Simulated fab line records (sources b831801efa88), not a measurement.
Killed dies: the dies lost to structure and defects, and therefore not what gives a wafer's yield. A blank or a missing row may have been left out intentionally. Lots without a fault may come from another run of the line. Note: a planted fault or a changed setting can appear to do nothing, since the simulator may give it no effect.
fab line records | flow sky130
record: lots: 12 wafers: 36 last_day: 50
route steps=708 shown FIELD_ISO@28 VT_ADJUST_HVTP@92 VT_ADJUST_NCORE@126 PAD_OPEN@708
lots that met no fault: taken from a fault-free run of the same line
start_h: hours from the record's first day to the start of the lot's first wafer shown | wait_h: hours elapsed since this lot's preceding step | " repeats the value in the row above | L1.1+2: a single row standing in for several wafers | - no value present, or no start provided | * or withheld: withheld | < > ~ a bound
route shown NAME@n: NAME is a module with steps in the file, n the number in the route of the first one | usual: the fault-free wafers' mean and standard deviation | same: alike in all rows | chamber/n: place in a boat | sites: readings site by site | _std_site: standard deviation across them | _edge_site: outer sites' mean less inner sites' | radius_mm: for every site, how far away it sits from the centre of the wafer | mask NAME#n: copy n | behind: tool/chamber where the wafer was last shaped | hold: reason for holding the lot/hours on hold/outcome of the hold | device: the n, p or np transistor that did not switch | end of line: tests of these same wafers at the route's end | a step given without rows: its recipe and nothing more | killed: the dies lost at the first sort to structure and to defects; this is not the yield of the wafer | map: per-die view of a wafer (x killed, . not killed, _ where there is no die)
set.NAME: setting as actually run; set.NAME@STEP: the setting as run at that earlier step | model.NAME: the simulator's own value behind a step, which no gauge read
the route's steps for a sample of lots (tables are steps, rows are wafers)
services: the hour from which a tool's chamber was out of use, counted from the record's first day as start_h (under 0 if before that day), plus the number of hours and why
== steps ==
step: SKY_FIELD_ISO_CMP_27
recipe: stop_on: Si3N4 t_overpolish_s: 16 down_force_psi: 4 platen_rpm: 60 target_thk_nm: 457.8 pad_velocity_m_s: 0.94248
usual: motor_current_A: 12.2/1.8 overpolish_run_s: 16.001/0.0097 retaining_ring_pressure_frac: 1.000/0.0044 time_to_endpoint_s: 110/6.2
columns lot.wafer tool chamber start_h wait_h motor_current_A overpolish_run_s retaining_ring_pressure_frac time_to_endpoint_s
L605.4 cmp-01 3 39.57 0.1 9.2 15.990 1.003 120
L605.2 " 0 " " 13.0 15.999 1.000 112
L605.3 " 1 " " 11.5 16.015 1.002 107
L606.2 cmp-01 0 45.01 0.0 12.7 16.016 1.003 114
L606.4 " 3 " " 9.7 16.002 0.995 120
L606.5 " 0 " " 12.7 15.996 1.000 113
L611.4 cmp-02 0 69.52 0.0 11.7 16.003 0.999 103
L611.3 " 3 " " 14.2 15.995 1.005 115
L611.6 " 1 " " 10.3 16.012 1.006 117
L612.2 cmp-02 3 75.02 0.0 14.3 15.994 1.001 113
L612.3 " 1 " " 10.5 15.995 0.996 114
L612.5 " 3 " " 14.5 16.008 0.995 113
L613.1 cmp-02 2 84.80 0.1 15.3 16.011 1.005 103
L613.5 " 3 " " 14.3 15.988 1.006 111
L613.6 " 0 " " 12.4 16.005 0.997 98
L614.3 cmp-01 3 89.03 0.0 9.6 15.994 0.999 116
L614.1 " 2 " " 12.5 16.025 0.998 116
L614.5 " 3 " " 9.8 15.993 0.998 111
L616.3 cmp-02 3 95.97 0.1 14.6 15.996 0.997 110
L616.1 " 0 " " 12.3 16.002 0.998 98
L616.5 " 2 " " 15.8 16.014 0.999 96
L620.4 cmp-02 0 117.78 0.1 11.9 15.991 1.002 97
L620.1 " 2 " " 15.7 16.011 0.993 104
L620.5 " 3 " " 14.5 16.002 1.001 110
L624.3 cmp-01 3 139.38 0.1 9.8 16.008 0.986 114
L624.2 " 1 " " 12.4 16.004 1.005 106
L624.5 " 2 " " 12.8 15.985 0.997 120
L625.3 cmp-02 0 146.01 0.0 12.3 15.991 1.002 103
L625.1 " 3 " " 14.4 16.015 1.002 110
L625.5 " 0 " " 11.8 15.999 1.001 99
L626.1 cmp-01 1 149.36 0.1 10.7 15.992 0.997 105
L626.6 " 3 " " 9.4 15.999 1.003 118
L626.5 " 0 " " 13.3 15.998 1.002 114
L627.3 cmp-01 1 151.45 0.0 11.5 15.999 1.002 102
L627.4 " 2 " " 12.4 15.996 0.999 115
L627.2 " 0 " " 12.9 16.005 0.999 112
step: SKY_VT_ADJUST_HVTP_CD_MEAS_07
recipe: target_cd_nm: 380
usual: cd_nm: 380.4/2.5
columns lot.wafer tool chamber start_h wait_h cd_nm
L605.2 cd_sem-02 - 130.60 0.1 376.7
L605.3 " - " " 378.0
L605.4 " - " " 379.3
L606.2 cd_sem-02 - 138.50 0.1 378.9
L606.4 " - " " 382.7
L606.5 " - " " 381.3
L611.3 cd_sem-02 - 166.99 0.1 383.1
L611.4 " - " " 382.6
L611.6 " - " " 383.5
L612.2 cd_sem-02 - 178.32 0.1 383.0
L612.3 " - " " 384.9
L612.5 " - " " 380.6
L613.1 cd_sem-01 - 186.15 0.1 381.5
L613.5 " - " " 381.1
L613.6 " - " " 381.7
L614.1 cd_sem-01 - 190.53 0.1 376.0
L614.3 " - " " 378.8
L614.5 " - " " 380.3
L616.1 cd_sem-01 - 199.80 0.1 384.9
L616.3 " - " " 384.7
L616.5 " - " " 385.3
L620.1 cd_sem-02 - 224.05 0.1 382.7
L620.4 " - " " 384.0
L620.5 " - " " 381.1
L624.2 cd_sem-02 - 250.07 0.1 380.6
L624.3 " - " " 379.5
L624.5 " - " " 378.7
L625.1 cd_sem-01 - 257.48 0.1 382.5
L625.3 " - " " 379.7
L625.5 " - " " 380.0
L626.1 cd_sem-01 - 260.05 0.1 377.5
L626.5 " - " " 379.5
L626.6 " - " " 380.0
L627.2 cd_sem-02 - 265.80 0.1 381.6
L627.3 " - " " 382.6
L627.4 " - " " 379.2
step: SKY_VT_ADJUST_HVTP_IMPLANT_09
recipe: species: As energy_kev: 150 dose_cm2: 4.3e+12 tilt_deg: withheld
usual: dose_ions_cm2: 4.299e+12/4.7e+09 faraday_current_uA: 24.2/0.42
columns lot.wafer tool chamber start_h wait_h dose_ions_cm2 faraday_current_uA
L605.2 implanter-01 0 130.76 0.0 4.298e+12 24.1
L605.3 " 0 " " 4.297e+12 24.3
L605.4 " 0 " " 4.297e+12 24.0
L606.2 implanter-04 0 138.66 0.0 4.305e+12 24.1
L606.4 " 0 " " 4.301e+12 23.9
L606.5 " 0 " " 4.293e+12 25.4
L611.3 implanter-03 0 167.15 0.1 4.308e+12 24.4
L611.4 " 0 " " 4.307e+12 23.8
L611.6 " 0 " " 4.303e+12 25.0
L612.2 implanter-03 0 178.48 0.0 2.669e+12 15.1
L612.3 " 0 " " 2.67e+12 15.3
L612.5 " 0 " " 2.673e+12 14.7
L613.1 implanter-03 0 186.30 0.0 2.657e+12 14.9
L613.5 " 0 " " 2.667e+12 15.0
L613.6 " 0 " " 2.664e+12 14.7
L614.1 implanter-01 0 190.69 0.0 4.292e+12 24.5
L614.3 " 0 " " 4.292e+12 23.9
L614.5 " 0 " " 4.304e+12 25.1
L616.1 implanter-03 0 199.96 0.0 2.66e+12 15.2
L616.3 " 0 " " 2.669e+12 15.2
L616.5 " 0 " " 2.667e+12 15.1
L620.1 implanter-04 0 224.21 0.0 4.298e+12 23.9
L620.4 " 0 " " 4.305e+12 24.4
L620.5 " 0 " " 4.303e+12 25.0
L624.2 implanter-04 0 250.23 0.0 4.303e+12 24.1
L624.3 " 0 " " 4.299e+12 24.2
L624.5 " 0 " " 4.298e+12 23.8
L625.1 implanter-04 0 257.64 0.0 4.294e+12 23.9
L625.3 " 0 " " 4.298e+12 23.1
L625.5 " 0 " " 4.302e+12 23.9
L626.1 implanter-04 0 260.21 0.0 4.297e+12 24.8
L626.5 " 0 " " 4.293e+12 24.3
L626.6 " 0 " " 4.293e+12 24.5
L627.2 implanter-01 0 265.96 0.0 4.302e+12 24.0
L627.3 " 0 " " 4.307e+12 23.8
L627.4 " 0 " " 4.307e+12 24.5
step: SKY_VT_ADJUST_HVTP_TW_MEAS_11
usual: VT_ADJUST_HVTP_TW: 1359/23
columns lot.wafer tool chamber start_h wait_h VT_ADJUST_HVTP_TW
L605.2 film_metro-04 - 131.00 0.1 1390
L605.3 " - " " 1379
L605.4 " - " " 1397
L606.2 film_metro-01 - 138.90 0.1 1335
L606.4 " - " " 1330
L606.5 " - " " 1326
L611.3 film_metro-03 - 167.37 0.1 1385
L611.4 " - " " 1379
L611.6 " - " " 1370
L612.2 film_metro-01 - 178.72 0.1 1147
L612.3 " - " " 1148
L612.5 " - " " 1144
L613.1 film_metro-01 - 186.55 0.1 1146
L613.5 " - " " 1147
L613.6 " - " " 1142
L614.1 film_metro-01 - 190.94 0.1 1340
L614.3 " - " " 1334
L614.5 " - " " 1334
L616.1 film_metro-04 - 200.21 0.1 1178
L616.3 " - " " 1177
L616.5 " - " " 1180
L620.1 film_metro-01 - 224.46 0.1 1339
L620.4 " - " " 1336
L620.5 " - " " 1346
L624.2 film_metro-04 - 250.47 0.1 1377
L624.3 " - " " 1375
L624.5 " - " " 1381
L625.1 film_metro-01 - 257.89 0.1 1329
L625.3 " - " " 1337
L625.5 " - " " 1333
L626.1 film_metro-04 - 260.46 0.1 1376
L626.5 " - " " 1379
L626.6 " - " " 1385
L627.2 film_metro-03 - 266.20 0.1 1372
L627.3 " - " " 1376
L627.4 " - " " 1375
step: SKY_VT_ADJUST_NCORE_CD_MEAS_07
recipe: target_cd_nm: 380
usual: cd_nm: 380.5/2.7
columns lot.wafer tool chamber start_h wait_h cd_nm
L605.2 cd_sem-02 - 191.55 0.1 382.6
L605.3 " - " " 382.6
L605.4 " - " " 380.6
L606.2 cd_sem-02 - 200.05 0.1 383.0
L606.4 " - " " 382.4
L606.5 " - " " 382.4
L611.3 cd_sem-02 - 231.26 0.2 379.2
L611.4 " - " " 377.7
L611.6 " - " " 380.2
L612.2 cd_sem-01 - 243.00 0.1 378.5
L612.3 " - " " 380.1
L612.5 " - " " 378.0
L613.1 cd_sem-01 - 250.33 0.1 383.2
L613.5 " - " " 383.1
L613.6 " - " " 383.6
L614.1 cd_sem-01 - 257.18 0.1 382.6
L614.3 " - " " 382.5
L614.5 " - " " 380.1
L616.1 cd_sem-01 - 268.43 0.1 379.6
L616.3 " - " " 382.2
L616.5 " - " " 377.9
L620.1 cd_sem-01 - 297.35 0.1 381.4
L620.4 " - " " 380.6
L620.5 " - " " 380.2
L624.2 cd_sem-01 - 325.52 0.2 380.5
L624.3 " - " " 380.2
L624.5 " - " " 378.9
L625.1 cd_sem-02 - 334.90 0.1 380.9
L625.3 " - " " 380.3
L625.5 " - " " 378.7
L626.1 cd_sem-02 - 337.08 0.1 377.9
L626.5 " - " " 378.3
L626.6 " - " " 377.2
L627.2 cd_sem-01 - 343.22 0.1 375.2
L627.3 " - " " 374.9
L627.4 " - " " 375.1
step: SKY_PAD_OPEN_PROBE_99
usual: killed_at_M0_to_M3: 43/7.5 killed_at_M4_up: 3.2/1.9 killed_at_contacts: 24/4.9 killed_at_front_end: 15/4.3 killed_at_other: 0.4/0.72 killed_dies: 86/9.1 killed_open: 47/6.5 killed_short: 39/6.5
same: gross_dies: 492 killed_at_back_side: 0
columns lot.wafer tool chamber start_h wait_h killed_at_M0_to_M3 killed_at_M4_up killed_at_contacts killed_at_front_end killed_at_other killed_dies killed_open killed_short
L624.2 prober-01 - 1191.16 0.1 46 4 19 15 0 84 53 31
L624.3 prober-01 - 1191.21 0.2 48 2 22 13 0 85 46 39
L624.5 prober-01 - 1191.31 0.2 32 1 17 17 0 67 31 36
killed by level:class
L624.2 VIA1:geometric_particle:open=15 VIA3:geometric_particle:open=7 FIELD_ISO:geometric_particle:open=6 POLY_GATE:geometric_particle:open=5 CONTACT:geometric_particle:short=5 CONTACT:geometric_particle:open=5 VIA1:geometric_particle:short=5 METAL2:geometric_particle:short=5
L624.3 VIA1:geometric_particle:open=9 VIA2:geometric_particle:open=9 LI_CONTACT:geometric_particle:open=7 CONTACT:geometric_particle:open=7 VIA1:geometric_particle:short=7 LOCAL_INTERCONNECT:geometric_particle:short=5 METAL1:geometric_particle:short=5 METAL2:geometric_particle:short=5
L624.5 CONTACT:geometric_particle:open=7 VIA1:geometric_particle:short=7 FIELD_ISO:geometric_particle:short=5 LI_CONTACT:geometric_particle:open=5 METAL1:geometric_particle:short=5 VIA3:geometric_particle:open=5 FIELD_ISO:geometric_particle:open=4 VIA1:geometric_particle:open=4
== services ==
columns tool chamber start_h hours kind
cmp-02 - 38.02 2.9 repair
implanter-04 - 61.36 5.6 repair
cmp-01 - 64.00 4.0 pm
cmp-01 - 73.38 12.9 pm
implanter-01 - 97.49 1.3 repair
cmp-01 - 98.93 1.2 repair
implanter-03 - 101.17 2.3 repair
implanter-03 - 109.23 4.0 repair
cmp-01 - 114.11 22.8 repair
cmp-01 - 127.17 0.3 repair
implanter-01 - 127.23 0.7 repair
implanter-04 - 127.55 3.6 pm
implanter-03 - 145.38 6.1 repair
implanter-04 - 193.37 4.9 repair
implanter-03 - 201.80 3.2 repair
implanter-04 - 213.44 3.6 repair
cmp-02 - 225.72 0.9 repair
implanter-01 - 228.67 4.7 pm
cmp-02 - 232.10 4.0 pm
implanter-03 - 246.19 1.4 repair
cmp-01 - 247.23 2.8 repair
implanter-01 - 248.25 5.8 pm
cmp-02 - 257.64 3.4 repair
cmp-01 - 263.04 1.6 repair
== key ==
first_sign: step: SKY_VT_ADJUST_HVTP_IMPLANT_09 reading: dose_ions_cm2 direction: down sigmas: 99+ usual: * struck: *
effect: step: SKY_VT_ADJUST_HVTP_IMPLANT_09 reading: faraday_current_uA direction: down sigmas: 22 usual: 24.2 struck: 15.0
effect: step: SKY_VT_ADJUST_HVTP_TW_MEAS_11 reading: VT_ADJUST_HVTP_TW direction: down sigmas: 8.9 usual: 1359 struck: 1156
met_at SKY_VT_ADJUST_HVTP_IMPLANT_09
struck_lots L612,L613,L616
tester_left_out L612,L613,L616
not_acting_at SKY_FIELD_ISO_CMP_27,SKY_VT_ADJUST_HVTP_CD_MEAS_07,SKY_VT_ADJUST_NCORE_CD_MEAS_07
onset_between 167.15 178.48
fault: kind: process_parameter_drift tool: implanter-03 chamber: - onset_h: 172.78 steps: SKY_VT_ADJUST_HVTP_IMPLANT_09 channel: dose_cm2 offset: * shape: step end_h: 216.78 acts_in: * stated: *
tester_left_out: of these lots the tester's yield and bins aren't shown, on N5 and GAA mostly nor the transistor test; their killed dies are dies lost to structure and defects alone, not to doping, threshold or leakage, so they don't give the yield
